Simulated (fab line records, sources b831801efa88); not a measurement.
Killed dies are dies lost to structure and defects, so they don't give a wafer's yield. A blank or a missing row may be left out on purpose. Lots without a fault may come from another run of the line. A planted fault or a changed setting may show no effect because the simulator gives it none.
Chamber matching | flow sky130 | SKY_LI_CONTACT_ETCH_15 on rie_diel-03: 4 sister chambers
The step etches PSG in C4F8/O2/Ar, stops on Si, target depth 600 nm. 8 wafers are shown with their chamber, then 7 later ones without.

WAFERS WITH THEIR CHAMBER
wafer  | chamber | oes_product_au (a.u.)
L636.1 | 0       | 0.842
L636.2 | 2       | 0.830
L636.6 | 0       | 0.843
L638.4 | 1       | 0.832
L646.1 | 1       | 0.842
L646.5 | 3       | 0.832
L650.3 | 2       | 0.842
L650.5 | 3       | 0.834

WAFERS WITHOUT THEIR CHAMBER
wafer  | oes_product_au (a.u.)
L650.6 | 0.832
L653.3 | 0.842
L653.4 | 0.829
L653.5 | 0.835
L654.1 | 0.840
L654.2 | 0.833
L654.5 | 0.829

WHICH CHAMBER EACH WENT THROUGH
wafer  | from the rows above               | in truth
L650.6 | can't be placed: 3 or 2 or 1 or 0 | 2
L653.3 | can't be placed: 0 or 1 or 2 or 3 | 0
L653.4 | can't be placed: 3 or 2 or 1 or 0 | 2
L653.5 | can't be placed: 2 or 1 or 3 or 0 | 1
L654.1 | can't be placed: 0 or 1 or 2 or 3 | 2
L654.2 | can't be placed: 3 or 2 or 1 or 0 | 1
L654.5 | can't be placed: 3 or 2 or 1 or 0 | 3
Placed correctly: 0 of 7. Can't be placed from these rows: 7 (the true chamber is among the candidates in 7). Placed wrongly: 0.
How it was worked out, from the rows above alone: a wafer's distance from a chamber is the root of the sum, over the readings, of the square of ((its reading less the chamber's mean) divided by the reading's scatter). The wafer belongs to the nearest chamber; if the next one is less than 2 further off, it can't be placed. A chamber's mean is the mean of its shown wafers. The scatter: the root of (the sum of the squares of (reading less its chamber's mean) over the shown wafers, divided by (wafers less chambers)).
